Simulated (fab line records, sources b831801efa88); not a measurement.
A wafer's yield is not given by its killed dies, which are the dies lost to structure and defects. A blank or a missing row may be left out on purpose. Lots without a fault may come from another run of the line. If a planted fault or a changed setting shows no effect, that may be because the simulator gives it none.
Check for tools in common -- flow sky130 -- Sample size 12 lots and 36 wafers

WHY IT WAS OPENED
2 of 12 lots carry a flag on the reading VT_ADJUST_LVTN_2_TW at SKY_VT_ADJUST_LVTN_TW_MEAS_21. Wafers without a fault read 187.3, standard deviation 1.8.
Rule: a lot is flagged in two cases, either no wafer of it has a number, or all its wafers with numbers fall more than 4 standard deviations from that mean. As for the other lots, they are considered sound.

lot,measured,on,"VT_ADJUST_LVTN_2_TW, wafer by wafer",flag
L953,day 7 15:19,film_metro-01,186.7 187.0 187.8,
L954,day 7 20:42,film_metro-01,187.3 187.2 187.0,
L956,day 8 10:08,film_metro-01,189.0 188.3 188.5,
L957,day 8 19:11,film_metro-01,188.8 188.7 188.8,
L958,day 8 23:56,film_metro-01,189.0 188.5 189.2,
L961,day 10 10:23,film_metro-01,187.7 189.0 188.4,
L963,day 10 20:17,film_metro-01,209.7 209.3 209.2,FLAGGED
L964,day 10 21:28,film_metro-01,188.6 186.8 188.5,
L962,day 10 22:28,film_metro-01,209.0 209.1 209.5,FLAGGED
L974,day 13 11:24,film_metro-01,187.0 187.7 188.8,
L975,day 14 03:53,film_metro-01,187.1 186.9 187.5,
L976,day 14 12:32,film_metro-01,187.6 187.5 188.3,
The mean of the flagged lots' numbers is 209.3, +22.0 from the usual (+12 standard deviations).

WHICH TOOL RAN EACH LOT
The record holds 1 process step before the reading, out of a route of 708 steps. Cell contents, in order: the tool; ch with the chambers the sampled wafers went through; the start.
lot,flag,SKY_VT_ADJUST_LVTN_IMPLANT_19
L953,,"implanter-03 ch 0, day 7 15:04"
L954,,"implanter-04 ch 0, day 7 20:28"
L956,,"implanter-04 ch 0, day 8 09:54"
L957,,"implanter-04 ch 0, day 8 18:56"
L958,,"implanter-03 ch 0, day 8 23:41"
L961,,"implanter-02 ch 0, day 10 10:08"
L963,FLAGGED,"implanter-02 ch 0, day 10 20:04"
L964,,"implanter-04 ch 0, day 10 21:13"
L962,FLAGGED,"implanter-02 ch 0, day 10 22:13"
L974,,"implanter-03 ch 0, day 13 11:10"
L975,,"implanter-02 ch 0, day 14 03:38"
L976,,"implanter-04 ch 0, day 14 12:19"
What is done by these steps:
- SKY_VT_ADJUST_LVTN_IMPLANT_19
- SKY_VT_ADJUST_LVTN_TW_MEAS_21

FLAGGED AGAINST TOTAL, ONE TOOL AT A TIME (gauges that did the reading follow at the end)
step,tool,lots run,flagged,share of the flagged lots,sound lots run after its first flagged lot
SKY_VT_ADJUST_LVTN_IMPLANT_19,implanter-02,4,2,all,1 (L975)
SKY_VT_ADJUST_LVTN_IMPLANT_19,implanter-03,3,0,none,-
SKY_VT_ADJUST_LVTN_IMPLANT_19,implanter-04,5,0,none,-
SKY_VT_ADJUST_LVTN_TW_MEAS_21,film_metro-01,12,2,all,"4 (L964,L974,L975,L976)"

THE TABLE: WHAT IT ALLOWS
Every flagged lot went through 2 rows of the table: implanter-02 at SKY_VT_ADJUST_LVTN_IMPLANT_19 and film_metro-01 at SKY_VT_ADJUST_LVTN_TW_MEAS_21.
- implanter-02 at SKY_VT_ADJUST_LVTN_IMPLANT_19: 2 of its 4 lots flagged. Sound lots followed the first flagged one (L975) on it, something a lasting fault affecting the whole tool could not allow. Its own readings (dose_ions_cm2, faraday_current_uA) fall more than 4 standard deviations out on all wafers of the flagged lots.
- film_metro-01 at SKY_VT_ADJUST_LVTN_TW_MEAS_21: 2 of its 12 lots flagged. Sound lots followed the first flagged one (L964, L974, L975, L976) on it, something a lasting fault affecting the whole tool could not allow.
No row of the table ran every flagged lot and no sound lot after the first.

WHAT THE SIMULATOR HAD INSERTED
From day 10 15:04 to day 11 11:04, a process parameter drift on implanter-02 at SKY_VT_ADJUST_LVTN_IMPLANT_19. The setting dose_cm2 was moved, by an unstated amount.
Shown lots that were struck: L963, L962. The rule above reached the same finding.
